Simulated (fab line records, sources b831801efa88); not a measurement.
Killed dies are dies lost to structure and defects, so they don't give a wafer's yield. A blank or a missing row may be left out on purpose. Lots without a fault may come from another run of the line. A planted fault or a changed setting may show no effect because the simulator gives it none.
fab line records | flow sfq_line
record lots=6 wafers=18 last_day=83
route steps=325 shown I6@270 M7@281
lots that met no fault: from a run of the same line without faults
start_h: hours from the record's first day to the start of the lot's first wafer shown | wait_h: hours since the lot's step before | " the same as in the row above | L1.1+2: a row that stands for several wafers | - no value, or no start given | * or withheld: withheld | < > ~ a bound
route shown NAME@n: a module of which the file shows steps, and the number in the route of the first | usual: mean/standard deviation of fault-free wafers | same: alike in all rows | chamber/n: place in a boat | sites: the reading at each site | _std_site: their standard deviation | _edge_site: outer sites' mean less inner sites' | radius_mm: how far each site lies from the wafer's centre | mask NAME#n: copy n | behind: the tool/chamber that last shaped the wafer | hold: why the lot was held/for how many hours/how that ended | device: the transistor (n, p or np) that didn't switch | end of line: the same wafers' tests at the end of the route | a step without rows: its recipe alone | killed: dies lost to structure and defects at the first sort, not the wafer's yield | map: a wafer's dies, x killed, . not, _ none there
set.NAME: the setting as run; set.NAME@STEP: as run at that earlier step | model.NAME: the simulator's own value behind a step, which no gauge read
lots at some steps of the route; a table a step, a row a wafer
services: from which hour (start_h, from the record's first day; less than 0 if before it) a tool's chamber was out of use, for how many hours, and why
## steps
# step SFQ_TRILAYER_I6_VIA_LITHO_COAT_174
# recipe resist=BARC spin_rpm=3000 resist_thk_nm=62
# step SFQ_TRILAYER_I6_VIA_LITHO_COAT_169
# recipe resist=KrF spin_rpm=3000 resist_thk_nm=650
# step SFQ_TRILAYER_I6_VIA_LITHO_SOFTBAKE_173
# recipe temp_c=withheld time_s=withheld resist=KrF
# step SFQ_TRILAYER_I6_VIA_LITHO_EXPOSE_170
# recipe mask_id=I6 na=0.6 source_shape=conventional sigma_outer=0.65 target_cd_nm=700 dose_mj=21.3
# step SFQ_TRILAYER_I6_VIA_LITHO_PEB_172
# recipe peb_temp_c=115 peb_time_s=60 resist=KrF
# step SFQ_TRILAYER_I6_VIA_LITHO_DEVELOP_171
# recipe time_s=60 resist=KrF
# step SFQ_I6_OVL_MEAS_942
# usual I6_OVL=0/5.2
# columns lot.wafer tool chamber start_h wait_h I6_OVL[nm]
L867.2 overlay-01 - 1650.03 0.1 -9
L867.4 " - " " -7
L867.6 " - " " -3
L869.2 overlay-02 - 1725.00 0.1 -2
L869.3 " - " " -5
L869.4 " - " " -5
L870.2 overlay-01 - 1728.04 0.1 -10
L870.3 " - " " -7
L870.5 " - " " -11
L873.1 overlay-02 - 1748.94 0.1 9
L873.4 " - " " 10
L873.5 " - " " 3
L882.1 overlay-01 - 1889.95 0.1 4
L882.4 " - " " 5
L882.6 " - " " 6
L884.3 overlay-01 - 1893.57 0.1 8
L884.4 " - " " 6
L884.5 " - " " 3
# step SFQ_TRILAYER_I6_VIA_BARC_OPEN_VIA_ETCH_235
# recipe mask_material=PR chemistry=O2 target_depth_nm=125 target=BARC source_w=500 bias_w=80 pressure_mtorr=30 time_s=41.7
# usual drypump_motor_current_A=5.6/0.44 oes_product_au=0.685/0.0042
# same time_s=41.7
# columns lot.wafer tool chamber start_h wait_h drypump_motor_current_A oes_product_au rf_hours_counter_h
L867.2 rie_diel-02 1 1650.06 0.0 5.1 0.684 19
L867.4 " 3 " " 5.3 0.687 10
L867.6 " 2 " " 5.6 0.678 -
L869.2 rie_diel-04 2 1725.03 0.0 5.6 0.687 3
L869.3 " 3 " " 5.6 0.691 6
L869.4 " 1 " " 4.9 0.687 3
L870.2 rie_diel-04 2 1728.07 0.0 5.5 0.689 3
L870.3 " 0 " " 6.2 0.690 12
L870.5 " 0 " " 6.1 0.679 -
L873.1 rie_diel-04 3 1748.97 0.0 5.6 0.690 7
L873.4 " 1 " " 4.8 0.687 4
L873.5 " 1 " " 4.8 0.684 -
L882.1 rie_diel-01 0 1889.99 0.0 5.9 0.683 12
L882.4 " 2 " " 5.7 0.680 -
L882.6 " 1 " " 5.8 0.686 -
L884.3 rie_diel-04 1 1893.59 0.0 4.8 0.689 6
L884.4 " 3 " " 5.6 0.689 9
L884.5 " 2 " " 5.6 0.677 -
# step SFQ_TRILAYER_I6_VIA_ETCH_VIA_ETCH_172
# recipe target=SiO2 stop_on=Nb mask_material=PR taper_deg=20 chemistry=CHF3 target_depth_nm=260 source_w=500 bias_w=80 pressure_mtorr=30 time_s=withheld
# usual drypump_motor_current_A=5.6/0.44 oes_product_au=0.854/0.0054
# columns lot.wafer tool chamber start_h wait_h drypump_motor_current_A oes_product_au
L867.2 rie_diel-02 1 1650.10 0.0 5.1 0.851
L867.4 " 3 " " 5.3 0.860
L867.6 " 2 " " 5.6 0.853
L869.2 rie_diel-04 2 1725.07 0.0 5.5 0.863
L869.3 " 3 " " 5.5 0.848
L869.4 " 1 " " 4.9 0.849
L870.2 rie_diel-04 2 1728.11 0.0 5.5 0.860
L870.3 " 0 " " 6.1 0.849
L870.5 " 0 " " 6.2 0.857
L873.1 rie_diel-04 3 1749.01 0.0 5.6 0.862
L873.4 " 1 " " 4.8 0.851
L873.5 " 1 " " 4.8 0.863
L882.1 rie_diel-01 0 1890.03 0.0 5.9 0.859
L882.4 " 2 " " 5.7 0.862
L882.6 " 1 " " 5.8 0.849
L884.3 rie_diel-04 1 1893.63 0.0 4.8 0.860
L884.4 " 3 " " 5.6 0.852
L884.5 " 2 " " 5.6 0.858
# step SFQ_TRILAYER_I6_VIA_STRIP_STRIP_173
# recipe gas=O2 power_w=200 platen_temp_c=40 overash_fraction=0.65 chemistry=O2 pressure_mtorr=50
# usual drypump_motor_current_A=5.6/0.39 oes_product_au=1.000/0.0083
# columns lot.wafer tool chamber start_h wait_h drypump_motor_current_A oes_product_au rf_hours_counter_h
L867.2 rie_metal-03 0 1650.21 - 6.0 1.014 79
L867.4 " 1 " " 5.0 1.006 -
L867.6 " 0 " " 6.0 1.000 -
L869.2 rie_metal-01 0 1725.19 - 5.4 0.995 121
L869.3 " 1 " " 5.7 0.989 -
L869.4 " 0 " " 5.3 0.993 -
L870.2 rie_metal-04 0 1728.23 - 6.2 0.994 65
L870.3 " 1 " " 5.3 1.015 -
L870.5 " 0 " " 6.2 0.996 -
L873.1 rie_metal-01 1 1749.12 - 5.7 1.008 100
L873.4 " 1 " " 5.6 0.985 -
L873.5 " 0 " " 5.3 1.008 -
L882.1 rie_metal-01 1 1890.14 - 5.7 0.999 119
L882.4 " 1 " " 5.7 1.012 -
L882.6 " 1 " " 5.7 1.000 -
L884.3 rie_metal-03 1 1893.94 - 5.0 1.008 -
L884.4 " 0 " " 5.9 0.991 -
L884.5 " 1 " " 5.0 0.994 -
# step SFQ_TRILAYER_I6_VIA_STRIP_SOLV_CLEAN_174
# recipe chemistry=NMP temp_c=70 time_s=600
# step SFQ_TRILAYER_M7_DEP_PRE_CLEAN_176
# recipe gas=Ar time_s=22.5 bias_v=250
# step SFQ_TRILAYER_M7_DEP_SPUTTER_175
# recipe material=Nb base_pressure_pa=1.33e-06 chamber_pressure_pa=0.1333 substrate_temp_c=20 target_thk_nm=200 power_w=2000 time_s=133.3
# usual substrate_temp_c=20.00/0.12 throttle_valve_pct=30.0/1.1
# same time_s=133.3
# columns lot.wafer tool chamber start_h wait_h substrate_temp_c throttle_valve_pct
L867.2 pvd_sputter-06 - 1651.01 0.0 20.09 28.9
L867.4 " - " " 19.92 28.8
L867.6 " - " " 20.07 29.2
L869.2 pvd_sputter-05 - 1725.99 0.0 20.08 31.9
L869.3 " - " " 19.93 31.4
L869.4 " - " " 20.03 30.1
L869.2 pvd_sputter-05 - 1726.25 0.2 19.89 31.5
L869.3 " - " " 20.12 31.2
L869.4 " - " " 19.93 30.1
L870.2 pvd_sputter-05 - 1729.03 0.0 20.07 31.8
L870.3 " - " " 19.96 31.1
L870.5 " - " " 20.00 28.2
L873.1 pvd_sputter-03 - 1749.93 0.0 19.75 29.1
L873.4 " - " " 19.93 29.5
L873.5 " - " " 20.14 31.8
L873.1 pvd_sputter-03 - 1750.19 0.2 19.90 29.3
L873.4 " - " " 20.19 29.3
L873.5 " - " " 19.82 31.5
L882.1 pvd_sputter-03 - 1891.55 0.0 19.99 31.8
L882.4 " - " " 19.89 30.4
L882.6 " - " " 20.07 29.3
L884.3 pvd_sputter-06 - 1894.55 0.0 20.00 29.3
L884.4 " - " " 20.18 29.6
L884.5 " - " " 20.06 29.0
# step SFQ_M7_RS_MEAS_943
# recipe thk_meas_gauge=four-point-probe reads=Nb_of_TRILAYER_M7_DEP_SPUTTER_175
# usual M7_NB_RS=0.886/0.0073
# columns lot.wafer tool chamber start_h wait_h M7_NB_RS[ohm/sq]
L867.2 film_metro-01 - 1651.13 0.1 0.895
L867.4 " - " " 0.886
L867.6 " - " " 0.890
L869.2 film_metro-01 - 1726.36 0.1 0.440
L869.3 " - " " 0.441
L869.4 " - " " 0.441
L870.2 film_metro-01 - 1729.14 0.1 0.882
L870.3 " - " " 0.886
L870.5 " - " " 0.885
L873.1 film_metro-02 - 1750.28 0.0 0.441
L873.4 " - " " 0.445
L873.5 " - " " 0.444
L882.1 film_metro-01 - 1891.64 0.0 0.888
L882.4 " - " " 0.890
L882.6 " - " " 0.889
L884.3 film_metro-04 - 1894.68 0.1 0.893
L884.4 " - " " 0.895
L884.5 " - " " 0.890
# step SFQ_TRILAYER_M7_LITHO_COAT_182
# recipe resist=BARC spin_rpm=3000 resist_thk_nm=62
# step SFQ_TRILAYER_M7_LITHO_COAT_177
# recipe resist=KrF spin_rpm=3000 resist_thk_nm=600
# step SFQ_TRILAYER_M7_LITHO_SOFTBAKE_181
# recipe temp_c=withheld time_s=withheld resist=KrF
# step SFQ_TRILAYER_M7_LITHO_EXPOSE_178
# recipe mask_id=M7 na=0.6 source_shape=conventional sigma_outer=0.65 target_cd_nm=500 dose_mj=14.4
# step SFQ_TRILAYER_M7_LITHO_PEB_180
# recipe peb_temp_c=115 peb_time_s=60 resist=KrF
# step SFQ_TRILAYER_M7_LITHO_DEVELOP_179
# recipe time_s=60 resist=KrF
# step SFQ_M7_OVL_MEAS_945
# usual M7_OVL=2/5.1
# columns lot.wafer tool chamber start_h wait_h M7_OVL[nm]
L867.2 overlay-02 - 1676.55 0.1 -4
L867.4 " - " " -1
L867.6 " - " " -3
L869.2 overlay-01 - 1729.24 0.1 -2
L869.3 " - " " -4
L869.4 " - " " 3
L870.2 overlay-02 - 1731.56 0.1 -4
L870.3 " - " " 0
L870.5 " - " " 5
L873.1 overlay-02 - 1757.34 0.1 -5
L873.4 " - " " 4
L873.5 " - " " 1
L882.1 overlay-02 - 1894.07 0.1 2
L882.4 " - " " 9
L882.6 " - " " -1
L884.3 overlay-02 - 1899.48 0.1 10
L884.4 " - " " 2
L884.5 " - " " 5
# step SFQ_TRILAYER_M7_BARC_OPEN_METAL_ETCH_229
# recipe mask_material=PR chemistry=O2 target_depth_nm=125 target=BARC icp_w=600 bias_w=80 pressure_mtorr=10 time_s=41.7
# usual drypump_motor_current_A=5.9/0.53 oes_product_au=0.685/0.0048
# same time_s=41.7
# columns lot.wafer tool chamber start_h wait_h drypump_motor_current_A oes_product_au rf_hours_counter_h
L867.2 rie_metal-02 1 1676.58 0.0 6.0 0.678 71
L867.4 " 1 " " 5.9 0.692 -
L867.6 " 0 " " 6.6 0.683 -
L869.2 rie_metal-03 0 1729.27 0.0 6.0 0.687 89
L869.3 " 0 " " 6.0 0.681 -
L869.4 " 1 " " 5.0 0.678 -
L870.2 rie_metal-02 1 1731.59 0.0 5.9 0.682 79
L870.3 " 0 " " 6.6 0.695 -
L870.5 " 1 " " 6.0 0.693 -
L873.1 rie_metal-03 0 1757.37 0.0 5.9 0.681 93
L873.4 " 0 " " 5.9 0.687 -
L873.5 " 0 " " 6.0 0.683 -
L882.1 rie_metal-02 1 1894.10 0.0 5.9 0.684 103
L882.4 " 1 " " 5.9 0.683 -
L882.6 " 0 " " 6.6 0.689 -
L884.3 rie_metal-02 1 1899.52 0.0 5.9 0.683 -
L884.4 " 0 " " 6.6 0.684 -
L884.5 " 0 " " 6.6 0.677 -
# step SFQ_TRILAYER_M7_ETCH_METAL_ETCH_180
# recipe target=Nb stop_on=SiO2 mask_material=PR chemistry=Cl2/Ar target_depth_nm=240 icp_w=600 bias_w=80 pressure_mtorr=10 time_s=120
# usual drypump_motor_current_A=5.9/0.53 oes_product_au=0.896/0.0064
# same time_s=120
# columns lot.wafer tool chamber start_h wait_h drypump_motor_current_A oes_product_au rf_hours_counter_h model.etch.depth_nm model.M7.feature_depth_nm
L867.2 rie_metal-02 1 1676.64 0.0 5.9 0.886 71 199 199
L867.4 " 1 " " 5.9 0.890 - 201 201
L867.6 " 0 " " 6.6 0.896 - 199.7 199.7
L869.2 rie_metal-03 0 1729.33 0.0 6.0 0.998 89 239.7 239.7
L869.3 " 0 " " 5.9 1.010 - 240.7 240.7
L869.4 " 1 " " 5.0 1.005 - 240.3 240.3
L870.2 rie_metal-02 1 1731.65 0.0 5.9 0.895 80 202.2 202.2
L870.3 " 0 " " 6.6 0.898 - 200.5 200.5
L870.5 " 1 " " 5.9 0.890 - 200.8 200.8
L873.1 rie_metal-03 0 1757.43 0.0 5.9 0.999 93 241.3 241.3
L873.4 " 0 " " 6.0 1.000 - 237.2 237.2
L873.5 " 0 " " 6.0 0.997 - 239.5 239.5
L882.1 rie_metal-02 1 1894.16 0.0 6.0 0.901 103 200.4 200.4
L882.4 " 1 " " 6.0 0.908 - 200.3 200.3
L882.6 " 0 " " 6.6 0.883 - 199.8 199.8
L884.3 rie_metal-02 1 1899.60 0.1 5.9 0.893 - 199.2 199.2
L884.4 " 0 " " 6.6 0.894 - 198.9 198.9
L884.5 " 0 " " 6.6 0.901 - 200 200
# step SFQ_TRILAYER_M7_STRIP_STRIP_181
# recipe gas=O2 power_w=200 platen_temp_c=40 overash_fraction=0.65 chemistry=O2 pressure_mtorr=50
# usual drypump_motor_current_A=5.9/0.53 oes_product_au=0.998/0.0097
# columns lot.wafer tool chamber start_h wait_h drypump_motor_current_A oes_product_au rf_hours_counter_h
L867.2 rie_metal-02 1 1676.77 0.1 6.0 0.989 71
L867.4 " 1 " " 6.0 0.992 -
L867.6 " 0 " " 6.6 0.994 -
L869.2 rie_metal-03 0 1729.46 0.1 6.0 1.017 89
L869.3 " 0 " " 6.0 1.011 -
L869.4 " 1 " " 5.0 1.002 -
L870.2 rie_metal-02 1 1731.77 0.1 6.0 0.991 80
L870.3 " 0 " " 6.6 0.990 -
L870.5 " 1 " " 6.0 0.990 -
L873.1 rie_metal-03 0 1757.56 0.1 6.0 1.013 93
L873.4 " 0 " " 6.0 1.007 -
L873.5 " 0 " " 6.0 1.006 -
L882.1 rie_metal-02 1 1894.29 0.1 5.9 0.991 103
L882.4 " 1 " " 5.9 1.003 -
L882.6 " 0 " " 6.6 0.994 -
L884.3 rie_metal-02 1 1899.89 0.2 6.0 0.990 -
L884.4 " 0 " " 6.6 0.989 -
L884.5 " 0 " " 6.6 0.988 -
## services
# columns tool chamber start_h hours kind
rie_diel-02 - 1637.06 2.8 pm
rie_diel-01 2 1650.10 6.1 repair
rie_diel-02 3 1659.84 3.4 repair
pvd_sputter-05 - 1673.28 7.2 repair
rie_diel-04 3 1673.78 20.3 repair
pvd_sputter-06 - 1674.63 3.9 repair
rie_diel-01 3 1679.86 4.3 repair
rie_metal-02 1 1685.65 4.7 repair
rie_diel-04 2 1692.74 8.1 repair
rie_diel-01 - 1693.17 0.8 repair
rie_diel-01 - 1703.91 0.3 repair
pvd_sputter-05 - 1711.11 3.2 repair
rie_diel-02 3 1716.63 39.4 repair
rie_diel-01 2 1716.81 10.3 repair
pvd_sputter-06 - 1736.35 2.1 repair
pvd_sputter-06 - 1771.63 41.6 repair
rie_diel-04 0 1802.91 2.8 repair
rie_diel-02 - 1810.16 0.1 repair
rie_diel-02 1 1835.50 2.8 repair
rie_diel-04 0 1840.31 13.9 repair
pvd_sputter-06 - 1850.42 0.8 repair
rie_metal-01 - 1852.67 0.5 repair
rie_diel-04 0 1856.10 8.6 repair
rie_diel-02 3 1860.08 5.5 repair
## key
first_sign step=SFQ_TRILAYER_M7_DEP_SPUTTER_175 reading=visit direction=added
effect step=SFQ_M7_RS_MEAS_943 reading=M7_NB_RS direction=down sigmas=61 usual=0.886 struck=0.442
effect step=SFQ_TRILAYER_M7_ETCH_METAL_ETCH_180 reading=oes_product_au direction=up sigmas=16 usual=0.896 struck=1.001
model_effect step=SFQ_TRILAYER_M7_ETCH_METAL_ETCH_180 value=etch.depth_nm without=200.7 struck=239.8
met_at SFQ_TRILAYER_M7_DEP_SPUTTER_175
struck_wafers L869.2,L869.3,L869.4,L873.1,L873.4,L873.5
fault kind=repeated_step_whole tool=pvd_sputter-03,pvd_sputter-05,pvd_sputter-06 chamber=- onset_h=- steps=SFQ_TRILAYER_M7_DEP_SPUTTER_175 times=1 scope=struck_lots_only
